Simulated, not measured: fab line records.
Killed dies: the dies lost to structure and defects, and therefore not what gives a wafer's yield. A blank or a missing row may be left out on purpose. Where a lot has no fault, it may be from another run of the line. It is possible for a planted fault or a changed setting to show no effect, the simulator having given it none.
The same fault as seen by 2 desks | flow sky130 | each desk has only its own numbers; what lay behind them comes last

== FOR THE TOOL OWNER'S DESK: rtp_anneal-01 ==
The tool's own readings at SKY_SD_N_RTA_14 (time 2 s): means of the sampled wafers that have a number, for each lot that ran on this tool. Marked OUT: a lot whose mean sits more than 4 standard deviations from the usual mean, which makes it out of limits; the brackets give that distance.
Columns: A = lamp_power_pct at SKY_SD_N_RTA_14, usual 15.74 %; B = wafer_temp_C_max at SKY_SD_N_RTA_14, usual 1078.1
lot  | first seen here | A     | B
L492 | day 28 16:50    | 15.73 | 1078.5
L496 | day 30 05:59    | 15.69 | 1078.5
L500 | day 31 13:58    | 15.76 | 1077.8
L502 | day 32 01:44    | 15.66 | 1077.2
L506 | day 33 11:12    | 15.72 | 1079.0
L508 | day 34 07:26    | 15.73 | 1078.1
L510 | day 34 13:54    | 15.73 | 1078.4
Finding of this desk: none of the 7 lots has anything out of limits.

== THE METROLOGY DESK ==
What the gauges read for every lot (on any tool): the sampled wafers with a number, averaged. Marked OUT: a lot whose mean sits more than 4 standard deviations from the usual mean, which makes it out of limits; the brackets give that distance.
Columns: A = POLY_CUT_OVL at SKY_POLY_CUT_OVL_MEAS_09, usual 3 nm; B = cd_nm at SKY_SD_P_CD_MEAS_07, usual 380.1 nm; C = SD_N_RS at SKY_SD_N_RS_MEAS_16, usual 68.63 ohm/sq; D = SD_P_RS at SKY_SD_N_RS_MEAS_17, usual 147.2 ohm/sq; E = LI_CONTACT_HDPCVD_THK at SKY_LI_CONTACT_THK_MEAS_01, usual 918 nm
lot  | first seen here | A  | B     | C               | D               | E
L492 | day 24 22:07    | 6  | 382.2 | 68.64           | 147.3           | 912
L495 | day 26 02:37    | 7  | 382.2 | 68.57           | 146.7           | 913
L496 | day 26 12:11    | 2  | 376.2 | 68.52           | 146.9           | 913
L497 | day 26 14:47    | 5  | 379.6 | 68.76           | 147.7           | 913
L499 | day 27 15:20    | 7  | 378.4 | 68.95           | 148.0           | 913
L500 | day 28 00:10    | 2  | 382.2 | 68.73           | 147.3           | 923
L501 | day 28 07:22    | -0 | 379.0 | 68.62           | 147.1           | 908
L502 | day 28 10:53    | -1 | 380.9 | 68.56           | 147.0           | 906
L506 | day 29 21:32    | -5 | 377.0 | 68.65           | 147.5           | 919
L508 | day 30 17:44    | 6  | 378.8 | 71.26 (+22) OUT | 162.0 (+40) OUT | 924
L510 | day 31 02:32    | -1 | 381.0 | 71.31 (+22) OUT | 162.0 (+40) OUT | 926
L515 | day 32 09:14    | 4  | 380.1 | 68.52           | 147.2           | 930
This desk's finding: out of limits on L508, L510; first on L508, day 34 07:38 (SD_N_RS at SKY_SD_N_RS_MEAS_16). L492, L495, L496, L497, L499, L500, L501, L502, L506, L515: within limits.

== BROUGHT TOGETHER ==
Metrology desk: alarm possible at day 34 07:38 on L508, L510.
The desk of the tool owner found nothing out of limits.
The tool owner's desk has L508, L510 on record, within its limits.
All the named lots went through SKY_SD_N_RTA_14 on rtp_anneal-01.

== WHAT THE SIMULATOR HAD INSERTED ==
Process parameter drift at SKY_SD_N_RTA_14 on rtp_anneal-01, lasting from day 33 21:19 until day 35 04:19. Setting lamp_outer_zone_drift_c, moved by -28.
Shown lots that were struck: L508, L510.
Delay in hours, fault start to first out-of-limits reading, per desk: metrology desk 10.
